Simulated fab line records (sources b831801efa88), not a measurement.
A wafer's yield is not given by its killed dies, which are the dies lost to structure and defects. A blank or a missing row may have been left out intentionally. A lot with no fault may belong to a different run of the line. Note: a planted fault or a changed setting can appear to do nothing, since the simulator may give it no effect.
Matching of chambers	flow gf180mcu	GF_V2_CVD_02 on pecvd-02: 3 sister chambers
The step deposits SiO2 from TEOS, target thk 850 nm, time 94.851 s. 3 wafers are shown with their chamber, then 7 later ones without.

## WAFERS PAIRED WITH THEIR CHAMBERS
wafer	chamber	heater power w (W)
L085.5	0	939
L088.1	1	464
L088.3	2	667

## WAFERS WHOSE CHAMBER IS MISSING
wafer	heater power w (W)
L088.6	959
L090.3	693
L090.4	720
L090.5	966
L093.2	881
L093.5	568
L093.6	594

## WHICH CHAMBER EACH WENT THROUGH
wafer	from the rows above	in truth
L088.6	0	0
L090.3	2	2
L090.4	2	2
L090.5	0	0
L093.2	0	0
L093.5	can't be placed: 2 or 1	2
L093.6	can't be placed: 2 or 1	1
Placed correctly: 5 of 7. These rows do not allow placing 2 (true chamber among the candidates in 2). Number placed wrongly: 0.
How it was worked out, from the rows above alone: a wafer's distance from a chamber is the root of the sum, over the readings, of the square of ((its reading less the chamber's mean) divided by the reading's scatter). The wafer belongs to the nearest chamber; if the next one is less than 2 further off, it can't be placed. For every chamber, the mean is computed from those of its wafers that are shown. The scatter: root of mean squared gap, hidden wafer to nearest shown wafer, with one shown wafer a chamber.
